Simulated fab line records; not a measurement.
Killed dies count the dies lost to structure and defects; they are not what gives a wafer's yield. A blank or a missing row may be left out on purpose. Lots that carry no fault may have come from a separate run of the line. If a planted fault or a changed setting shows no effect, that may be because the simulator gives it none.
A lot that was struck, set against a sound lot    flow gf180mcu    15 out of 602 route steps
Sound: wafers L323.1, L323.3, L323.4. Wafers struck: L317.1, L317.5, L317.6. The cause comes at the end.
For every step that has rows: the tool of each side, followed by ch and its chambers, followed by its first start. Under that, the readings that differ: sound wafers    struck wafers    difference of the means    sigmas: that difference in standard deviations of wafers without a fault.
alike: readings with means less than 2 such deviations apart, plus words and numbers identical on both sides. not compared: withheld readings, readings lacking a value on some wafer, bounds such as >300 that could conceal the same value, and numbers that have no deviation in the record and whose values overlap.
A row with sigmas, a row that says differs or no value, or rows on one side alone: a step with any of these is where the two part. Non-overlapping numbers with no deviation appear without sigmas and do not part them. A reading that every wafer of one side lacks parts them only if that side has two wafers or more.

first, 6 steps without rows for these wafers: GF_PSD_HMDS_01 (prime time 60 s); GF_PSD_COAT_02 (resist thk 1000 nm); GF_PSD_SOFTBAKE_03 (time 60 s); GF_PSD_EXPOSE_04 (exposes mask Pplus, target cd 400 nm); GF_PSD_PEB_05; GF_PSD_DEVELOP_06 (develop time 60 s).
GF_PSD_CD_MEAS_07: the cd target is 400 nm.
  struck on cd sem-02, day 18 22:00; sound on cd sem-02, day 20 21:42
  alike: cd nm
GF_PSD_OVL_MEAS_08:
  struck on overlay-02, day 18 22:07; sound on overlay-01, day 20 21:49
  alike: PSD_OVL
then, 1 step without rows for these wafers: GF_PSD_IMPLANT_09.
GF_PSD_STRIP_10: strips in O2/N2.
  sound on plasma asher-03 ch 0,1, day 20 22:00; struck on plasma asher-03 ch 0,1, day 18 22:19
  alike: drypump motor current A, heater power w, oes product au, strip time to endpoint s
  not compared: rf hours counter h
GF_PSD_TW_MEAS_11:
  struck on film metro-03, day 18 22:26; sound on film metro-03, day 20 22:06
  alike: PSD_TW
then, 1 step without rows for these wafers: GF_PSD_CLEAN_12 (cleans in SC1/SC2, time 150 s).
GF_PSD_RTA_13: time 20 s.
  sound on rtp anneal-02 ch 0, day 20 22:13; struck on rtp anneal-01, day 18 22:33
  no value came back on the struck wafers for anneal temp c max, chamber o2 ppm, lamp power pct (%), wafer_temp_C_max; on the sound wafers anneal temp c max reads 1029.3 1029.2 1029.9
GF_PSD_RS_MEAS_14: measurement is done with a four-point probe.
  struck on film metro-04, day 18 22:38; sound on film metro-04, day 20 22:18
reading          sound              struck  difference                     sigmas
NSD_RS (ohm/sq)  46.16 46.33 46.23  - - -   no value on the struck wafers  
GF_PSD_RS_MEAS_15: measurement is done with a four-point probe.
  struck on film metro-04, day 18 22:45; sound on film metro-04, day 20 22:25
reading          sound              struck  difference                     sigmas
PSD_RS (ohm/sq)  109.6 109.6 109.5  - - -   no value on the struck wafers  

## WHERE THEY PART
At GF_PSD_RTA_13 first; at GF_PSD_RS_MEAS_15 last (within this record only).

WHY: what the simulator had put in
Step skipped in full: rtp anneal-01, at GF_PSD_RTA_13, from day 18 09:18 onward. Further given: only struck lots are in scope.
